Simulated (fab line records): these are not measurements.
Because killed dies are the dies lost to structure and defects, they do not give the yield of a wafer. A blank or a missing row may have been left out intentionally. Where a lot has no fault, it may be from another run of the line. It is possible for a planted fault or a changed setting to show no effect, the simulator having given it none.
Which tool did it?    flow sky130    36 wafers sampled from 12 lots at 1 step of a route of 708

WHAT EACH GAUGE READ, for each wafer
SKY_SONOS_ONO_OVL_MEAS_14.
lot   measured      on          SONOS_ONO_OVL (nm)
L075  day 12 13:10  overlay-01  -4.0 -2.7 -3.5
L077  day 13 19:49  overlay-01  -1.0 -1.1 -1.4
L079  day 14 03:26  overlay-02  0.9 0.7 -0.3
L081  day 15 06:00  overlay-01  -1.5 -1.4 0.7
L083  day 15 14:34  overlay-02  -2.0 -0.8 -0.5
L085  day 16 10:16  overlay-02  -2.0 -2.0 -1.3
L087  day 16 22:33  overlay-01  0.7 -0.8 -0.4
L089  day 17 18:34  overlay-02  -0.5 -0.2 1.0
L091  day 18 05:47  overlay-01  -3.0 -0.9 -2.0
L092  day 19 18:38  overlay-01  0.2 1.7 0.3
L095  day 19 23:40  overlay-02  -1.2 -0.9 -0.7
L097  day 20 23:33  overlay-02  -0.3 -0.9 -2.2

WHAT TOOL EACH LOT RAN ON (gives the tool, then ch and the chambers of the sampled wafers, and finally the start)
Record: no process step prior to these readings.

THE ANSWER, worked out from the rows above alone
Rule: the usual values come from the lots themselves. Put in order of their means at a reading, lots are off if they are a third of the lots or fewer, leave a main group of 4 or more, and stand apart from it by a gap of 3 or more times the standard deviation of the main group's means; of several such gaps the widest counts. A main group is skipped when, at the precision printed for the reading in the tables above, its means are all equal. A lot without any number at a reading at which 4 lots or more have one is off too. All remaining lots with rows at the step are treated as sound.
None of the lots is off at any reading shown; this tells nothing.

WHAT THE SIMULATOR PUT IN
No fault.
